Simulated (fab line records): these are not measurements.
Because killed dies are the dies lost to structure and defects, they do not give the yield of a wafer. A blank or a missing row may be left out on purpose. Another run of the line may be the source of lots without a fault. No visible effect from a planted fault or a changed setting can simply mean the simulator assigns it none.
The tool behind it: which one? / flow sfq line / Sampling: 15 lots, 44 wafers, 4 of 325 route steps

== WHAT THE GAUGES READ, wafer by wafer ==
The record holds no reading of a measuring or inspecting step that can be judged against a usual standard deviation.

== EACH LOT AND THE TOOL THAT RAN IT (in order: tool; ch and the chambers of the sampled wafers; start) ==
lot=L821; SFQ_TRILAYER_JJ_CE_BARC_OPEN_RIE_150=rie metal-02 ch 0, day 59 21:08; SFQ_TRILAYER_R5_LITHO_PEB_139=litho track-03 ch 0, day 64 23:46; SFQ_TRILAYER_I5_BARC_OPEN_VIA_ETCH_200=rie diel-02 ch 0,3, day 69 13:27; SFQ_TRILAYER_I5_ETCH_VIA_ETCH_147=rie diel-02 ch 0,3, day 69 13:29
lot=L822; SFQ_TRILAYER_JJ_CE_BARC_OPEN_RIE_150=rie metal-02 ch 0,1, day 60 07:56; SFQ_TRILAYER_R5_LITHO_PEB_139=litho track-01 ch 0, day 65 01:05; SFQ_TRILAYER_I5_BARC_OPEN_VIA_ETCH_200=rie diel-04 ch 1,3, day 69 15:51; SFQ_TRILAYER_I5_ETCH_VIA_ETCH_147=rie diel-04 ch 1,3, day 69 15:53
lot=L823; SFQ_TRILAYER_JJ_CE_BARC_OPEN_RIE_150=rie metal-01 ch 0,1, day 65 02:30; SFQ_TRILAYER_R5_LITHO_PEB_139=litho track-03 ch 0, day 66 07:52; SFQ_TRILAYER_I5_BARC_OPEN_VIA_ETCH_200=rie diel-03 ch 0,1,2, day 69 17:55; SFQ_TRILAYER_I5_ETCH_VIA_ETCH_147=rie diel-03 ch 0,1,2, day 69 17:58
lot=L824; SFQ_TRILAYER_JJ_CE_BARC_OPEN_RIE_150=rie metal-03 ch 1, day 65 08:30; SFQ_TRILAYER_R5_LITHO_PEB_139=litho track-01 ch 0, day 70 07:36; SFQ_TRILAYER_I5_BARC_OPEN_VIA_ETCH_200=rie diel-02 ch 1,2,3, day 70 11:16; SFQ_TRILAYER_I5_ETCH_VIA_ETCH_147=rie diel-02 ch 1,2,3, day 70 11:18
lot=L826; SFQ_TRILAYER_JJ_CE_BARC_OPEN_RIE_150=rie metal-03 ch 0,1, day 66 02:40; SFQ_TRILAYER_R5_LITHO_PEB_139=litho track-01 ch 0, day 71 04:45; SFQ_TRILAYER_I5_BARC_OPEN_VIA_ETCH_200=rie diel-03 ch 0,2,3, day 71 08:14; SFQ_TRILAYER_I5_ETCH_VIA_ETCH_147=rie diel-03 ch 0,2,3, day 71 08:16
lot=L827; SFQ_TRILAYER_JJ_CE_BARC_OPEN_RIE_150=rie metal-03 ch 0,1, day 66 11:09; SFQ_TRILAYER_R5_LITHO_PEB_139=litho track-02 ch 0, day 71 13:40; SFQ_TRILAYER_I5_BARC_OPEN_VIA_ETCH_200=rie diel-02 ch 1,2,3, day 71 17:13; SFQ_TRILAYER_I5_ETCH_VIA_ETCH_147=rie diel-02 ch 1,2,3, day 71 17:15
lot=L828; SFQ_TRILAYER_JJ_CE_BARC_OPEN_RIE_150=rie metal-03 ch 0,1, day 68 15:02; SFQ_TRILAYER_R5_LITHO_PEB_139=litho track-03 ch 0, day 73 08:32; SFQ_TRILAYER_I5_BARC_OPEN_VIA_ETCH_200=rie diel-03 ch 0,2,3, day 73 14:49; SFQ_TRILAYER_I5_ETCH_VIA_ETCH_147=rie diel-03 ch 0,2,3, day 73 14:52
lot=L829; SFQ_TRILAYER_JJ_CE_BARC_OPEN_RIE_150=rie metal-03 ch 0,1, day 68 17:24; SFQ_TRILAYER_R5_LITHO_PEB_139=litho track-02 ch 0, day 73 13:19; SFQ_TRILAYER_I5_BARC_OPEN_VIA_ETCH_200=rie diel-04 ch 0,1,3, day 73 18:25; SFQ_TRILAYER_I5_ETCH_VIA_ETCH_147=rie diel-04 ch 0,1,3, day 73 18:28
lot=L830; SFQ_TRILAYER_JJ_CE_BARC_OPEN_RIE_150=rie metal-02 ch 0,1, day 68 23:24; SFQ_TRILAYER_R5_LITHO_PEB_139=litho track-01 ch 0, day 73 15:43; SFQ_TRILAYER_I5_BARC_OPEN_VIA_ETCH_200=rie diel-02 ch 0,2,3, day 73 23:13; SFQ_TRILAYER_I5_ETCH_VIA_ETCH_147=rie diel-02 ch 0,2,3, day 73 23:16
lot=L831; SFQ_TRILAYER_JJ_CE_BARC_OPEN_RIE_150=rie metal-03 ch 0,1, day 69 06:29; SFQ_TRILAYER_R5_LITHO_PEB_139=litho track-01 ch 0, day 74 01:17; SFQ_TRILAYER_I5_BARC_OPEN_VIA_ETCH_200=rie diel-03 ch 0,1,2, day 74 16:17; SFQ_TRILAYER_I5_ETCH_VIA_ETCH_147=rie diel-03 ch 0,1,2, day 74 16:20
lot=L832; SFQ_TRILAYER_JJ_CE_BARC_OPEN_RIE_150=rie metal-03 ch 0,1, day 69 07:41; SFQ_TRILAYER_R5_LITHO_PEB_139=litho track-01 ch 0, day 74 04:53; SFQ_TRILAYER_I5_BARC_OPEN_VIA_ETCH_200=rie diel-04 ch 0,1,3, day 74 17:29; SFQ_TRILAYER_I5_ETCH_VIA_ETCH_147=rie diel-04 ch 0,1,3, day 74 17:32
lot=L833; SFQ_TRILAYER_JJ_CE_BARC_OPEN_RIE_150=rie metal-01 ch 0,1, day 69 15:51; SFQ_TRILAYER_R5_LITHO_PEB_139=litho track-01 ch 0, day 74 18:21; SFQ_TRILAYER_I5_BARC_OPEN_VIA_ETCH_200=rie diel-03 ch 0,2,3, day 78 08:35; SFQ_TRILAYER_I5_ETCH_VIA_ETCH_147=rie diel-03 ch 0,2,3, day 78 08:37
lot=L835; SFQ_TRILAYER_JJ_CE_BARC_OPEN_RIE_150=rie metal-01 ch 0,1, day 70 06:01; SFQ_TRILAYER_R5_LITHO_PEB_139=litho track-01 ch 0, day 75 08:51; SFQ_TRILAYER_I5_BARC_OPEN_VIA_ETCH_200=rie diel-02 ch 2,3, day 79 08:36; SFQ_TRILAYER_I5_ETCH_VIA_ETCH_147=rie diel-02 ch 2,3, day 79 08:41
lot=L842; SFQ_TRILAYER_JJ_CE_BARC_OPEN_RIE_150=rie metal-02 ch 0,1, day 71 17:58; SFQ_TRILAYER_R5_LITHO_PEB_139=litho track-02 ch 0, day 76 08:16; SFQ_TRILAYER_I5_BARC_OPEN_VIA_ETCH_200=rie diel-04 ch 0,1,3, day 80 11:06; SFQ_TRILAYER_I5_ETCH_VIA_ETCH_147=rie diel-04 ch 0,1,3, day 80 11:08
lot=L844; SFQ_TRILAYER_JJ_CE_BARC_OPEN_RIE_150=rie metal-03 ch 0,1, day 71 23:58; SFQ_TRILAYER_R5_LITHO_PEB_139=litho track-03 ch 0, day 76 16:40; SFQ_TRILAYER_I5_BARC_OPEN_VIA_ETCH_200=rie diel-03 ch 1,2,3, day 80 19:30; SFQ_TRILAYER_I5_ETCH_VIA_ETCH_147=rie diel-03 ch 1,2,3, day 80 19:32
- SFQ_TRILAYER_JJ_CE_BARC_OPEN_RIE_150: chemistry O2, target BARC, target depth 240 nm, time 80 s.
- SFQ_TRILAYER_R5_LITHO_PEB_139: peb time 60 s.
- SFQ_TRILAYER_I5_BARC_OPEN_VIA_ETCH_200: etches BARC in O2, target depth 125 nm, time 41.7 s.
- SFQ_TRILAYER_I5_ETCH_VIA_ETCH_147: etches the open film in CHF3, stops on Nb, target depth 360 nm.

== AS READ BY THE TOOLS THEMSELVES (means over the sampled wafers that have a number; for cases with no such wafer, the mark the record gives instead) ==
SFQ_TRILAYER_JJ_CE_BARC_OPEN_RIE_150.
lot=L821; tool=rie metal-02; drypump motor current A (A)=5.3; oes product au (a.u.)=0.538; rf fwd power W (W)=596.4
lot=L822; tool=rie metal-02; drypump motor current A (A)=6.1; oes product au (a.u.)=0.538; rf fwd power W (W)=598.9
lot=L823; tool=rie metal-01; drypump motor current A (A)=5.4; oes product au (a.u.)=0.540; rf fwd power W (W)=597.3
lot=L824; tool=rie metal-03; drypump motor current A (A)=5.8; oes product au (a.u.)=0.540; rf fwd power W (W)=592.9
lot=L826; tool=rie metal-03; drypump motor current A (A)=5.6; oes product au (a.u.)=0.539; rf fwd power W (W)=596.4
lot=L827; tool=rie metal-03; drypump motor current A (A)=5.7; oes product au (a.u.)=0.532; rf fwd power W (W)=595.2
lot=L828; tool=rie metal-03; drypump motor current A (A)=5.6; oes product au (a.u.)=0.540; rf fwd power W (W)=596.0
lot=L829; tool=rie metal-03; drypump motor current A (A)=5.6; oes product au (a.u.)=0.536; rf fwd power W (W)=597.3
lot=L830; tool=rie metal-02; drypump motor current A (A)=6.1; oes product au (a.u.)=0.536; rf fwd power W (W)=596.3
lot=L831; tool=rie metal-03; drypump motor current A (A)=5.6; oes product au (a.u.)=0.539; rf fwd power W (W)=593.8
lot=L832; tool=rie metal-03; drypump motor current A (A)=5.6; oes product au (a.u.)=0.539; rf fwd power W (W)=596.4
lot=L833; tool=rie metal-01; drypump motor current A (A)=5.4; oes product au (a.u.)=0.541; rf fwd power W (W)=598.2
lot=L835; tool=rie metal-01; drypump motor current A (A)=5.4; oes product au (a.u.)=0.544; rf fwd power W (W)=597.1
lot=L842; tool=rie metal-02; drypump motor current A (A)=5.7; oes product au (a.u.)=0.540; rf fwd power W (W)=597.3
lot=L844; tool=rie metal-03; drypump motor current A (A)=5.6; oes product au (a.u.)=0.535; rf fwd power W (W)=597.5

SFQ_TRILAYER_R5_LITHO_PEB_139.
lot=L821; tool=litho track-03; chill plate temp C (C)=23.03; heater power total W (W)=79.11
lot=L822; tool=litho track-01; chill plate temp C (C)=22.98; heater power total W (W)=79.19
lot=L823; tool=litho track-03; chill plate temp C (C)=23.05; heater power total W (W)=79.11
lot=L824; tool=litho track-01; chill plate temp C (C)=22.81; heater power total W (W)=79.22
lot=L826; tool=litho track-01; chill plate temp C (C)=23.04; heater power total W (W)=79.08
lot=L827; tool=litho track-02; chill plate temp C (C)=22.95; heater power total W (W)=79.12
lot=L828; tool=litho track-03; chill plate temp C (C)=22.95; heater power total W (W)=79.17
lot=L829; tool=litho track-02; chill plate temp C (C)=23.00; heater power total W (W)=79.17
lot=L830; tool=litho track-01; chill plate temp C (C)=23.07; heater power total W (W)=79.19
lot=L831; tool=litho track-01; chill plate temp C (C)=23.14; heater power total W (W)=79.18
lot=L832; tool=litho track-01; chill plate temp C (C)=23.05; heater power total W (W)=79.60
lot=L833; tool=litho track-01; chill plate temp C (C)=22.94; heater power total W (W)=80.00
lot=L835; tool=litho track-01; chill plate temp C (C)=23.01; heater power total W (W)=79.88
lot=L842; tool=litho track-02; chill plate temp C (C)=22.94; heater power total W (W)=79.15
lot=L844; tool=litho track-03; chill plate temp C (C)=23.06; heater power total W (W)=79.17

SFQ_TRILAYER_I5_BARC_OPEN_VIA_ETCH_200.
lot=L821; tool=rie diel-02; drypump motor current A (A)=5.1; oes product au (a.u.)=0.681; rf fwd power W (W)=495.1
lot=L822; tool=rie diel-04; drypump motor current A (A)=5.8; oes product au (a.u.)=0.683; rf fwd power W (W)=495.5
lot=L823; tool=rie diel-03; drypump motor current A (A)=5.6; oes product au (a.u.)=0.680; rf fwd power W (W)=495.6
lot=L824; tool=rie diel-02; drypump motor current A (A)=4.9; oes product au (a.u.)=0.683; rf fwd power W (W)=494.4
lot=L826; tool=rie diel-03; drypump motor current A (A)=5.5; oes product au (a.u.)=0.685; rf fwd power W (W)=494.5
lot=L827; tool=rie diel-02; drypump motor current A (A)=4.9; oes product au (a.u.)=0.686; rf fwd power W (W)=493.6
lot=L828; tool=rie diel-03; drypump motor current A (A)=5.5; oes product au (a.u.)=0.686; rf fwd power W (W)=494.5
lot=L829; tool=rie diel-04; drypump motor current A (A)=5.4; oes product au (a.u.)=0.688; rf fwd power W (W)=495.2
lot=L830; tool=rie diel-02; drypump motor current A (A)=5.2; oes product au (a.u.)=0.684; rf fwd power W (W)=495.0
lot=L831; tool=rie diel-03; drypump motor current A (A)=5.6; oes product au (a.u.)=0.686; rf fwd power W (W)=493.9
lot=L832; tool=rie diel-04; drypump motor current A (A)=5.5; oes product au (a.u.)=0.683; rf fwd power W (W)=495.2
lot=L833; tool=rie diel-03; drypump motor current A (A)=5.5; oes product au (a.u.)=0.682; rf fwd power W (W)=492.5
lot=L835; tool=rie diel-02; drypump motor current A (A)=5.0; oes product au (a.u.)=0.681; rf fwd power W (W)=494.0
lot=L842; tool=rie diel-04; drypump motor current A (A)=5.4; oes product au (a.u.)=0.684; rf fwd power W (W)=494.8
lot=L844; tool=rie diel-03; drypump motor current A (A)=5.5; oes product au (a.u.)=0.686; rf fwd power W (W)=493.5

SFQ_TRILAYER_I5_ETCH_VIA_ETCH_147.
lot=L821; tool=rie diel-02; drypump motor current A (A)=5.1; oes product au (a.u.)=0.982; rf fwd power W (W)=498.7
lot=L822; tool=rie diel-04; drypump motor current A (A)=5.7; oes product au (a.u.)=0.985; rf fwd power W (W)=499.8
lot=L823; tool=rie diel-03; drypump motor current A (A)=5.6; oes product au (a.u.)=0.984; rf fwd power W (W)=499.2
lot=L824; tool=rie diel-02; drypump motor current A (A)=4.9; oes product au (a.u.)=0.990; rf fwd power W (W)=498.6
lot=L826; tool=rie diel-03; drypump motor current A (A)=5.5; oes product au (a.u.)=0.981; rf fwd power W (W)=497.8
lot=L827; tool=rie diel-02; drypump motor current A (A)=4.9; oes product au (a.u.)=0.993; rf fwd power W (W)=498.8
lot=L828; tool=rie diel-03; drypump motor current A (A)=5.5; oes product au (a.u.)=0.995; rf fwd power W (W)=498.7
lot=L829; tool=rie diel-04; drypump motor current A (A)=5.4; oes product au (a.u.)=0.986; rf fwd power W (W)=498.6
lot=L830; tool=rie diel-02; drypump motor current A (A)=5.2; oes product au (a.u.)=0.990; rf fwd power W (W)=500.0
lot=L831; tool=rie diel-03; drypump motor current A (A)=5.6; oes product au (a.u.)=0.989; rf fwd power W (W)=497.8
lot=L832; tool=rie diel-04; drypump motor current A (A)=5.5; oes product au (a.u.)=0.989; rf fwd power W (W)=498.2
lot=L833; tool=rie diel-03; drypump motor current A (A)=5.5; oes product au (a.u.)=0.985; rf fwd power W (W)=499.7
lot=L835; tool=rie diel-02; drypump motor current A (A)=5.0; oes product au (a.u.)=0.986; rf fwd power W (W)=497.3
lot=L842; tool=rie diel-04; drypump motor current A (A)=5.4; oes product au (a.u.)=0.990; rf fwd power W (W)=499.6
lot=L844; tool=rie diel-03; drypump motor current A (A)=5.5; oes product au (a.u.)=0.988; rf fwd power W (W)=498.9

== THE ANSWER, worked out from the rows above alone ==
Rule: usual is defined by the lots themselves. The widest of any qualifying gaps counts: lots, ordered by their means at a reading, are off when they make up no more than a third of the lots, leave a main group of 4 or more, and stand apart from it by 3 or more times the standard deviation of that group's means. A main group whose means are all the same, to the digits that the tables above print for the reading, isn't used. Also off: a lot with no number at a reading for which 4 or more lots have one. Where the step has rows for the other lots, those lots are counted as sound. Order of review: gauges by route order, followed by the tools' own readings, for which a lot's mean as printed above is used. The first step at which some lot is off is used, and at that step the reading that is off furthest; a lot without a number counts as furthest.
Off: L832, L833, L835 (SFQ_TRILAYER_R5_LITHO_PEB_139, heater power total W). The main group: mean 79.16 W, standard deviation 0.04.
A tool fits if, at that step or a process step before it, it ran every lot that is off, and no sound lot after the first of them. One candidate fits, namely litho track-01 at SFQ_TRILAYER_R5_LITHO_PEB_139. Its last sound lot is L831 (day 74 01:17), its first lot that is off L832 (day 74 04:53): a fault that began between those two fits.
The tool's own readings at SFQ_TRILAYER_R5_LITHO_PEB_139 bear it out: on the lots that are off they differ by more than 5 times the standard deviation of the sound lots' means. heater power total W reads 79.83 W there against 79.16 W on the sound lots.

== WHAT THE SIMULATOR HAD INSERTED ==
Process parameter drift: litho track-01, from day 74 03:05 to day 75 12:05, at SFQ_TRILAYER_R5_LITHO_PEB_139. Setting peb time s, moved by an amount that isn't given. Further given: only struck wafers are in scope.
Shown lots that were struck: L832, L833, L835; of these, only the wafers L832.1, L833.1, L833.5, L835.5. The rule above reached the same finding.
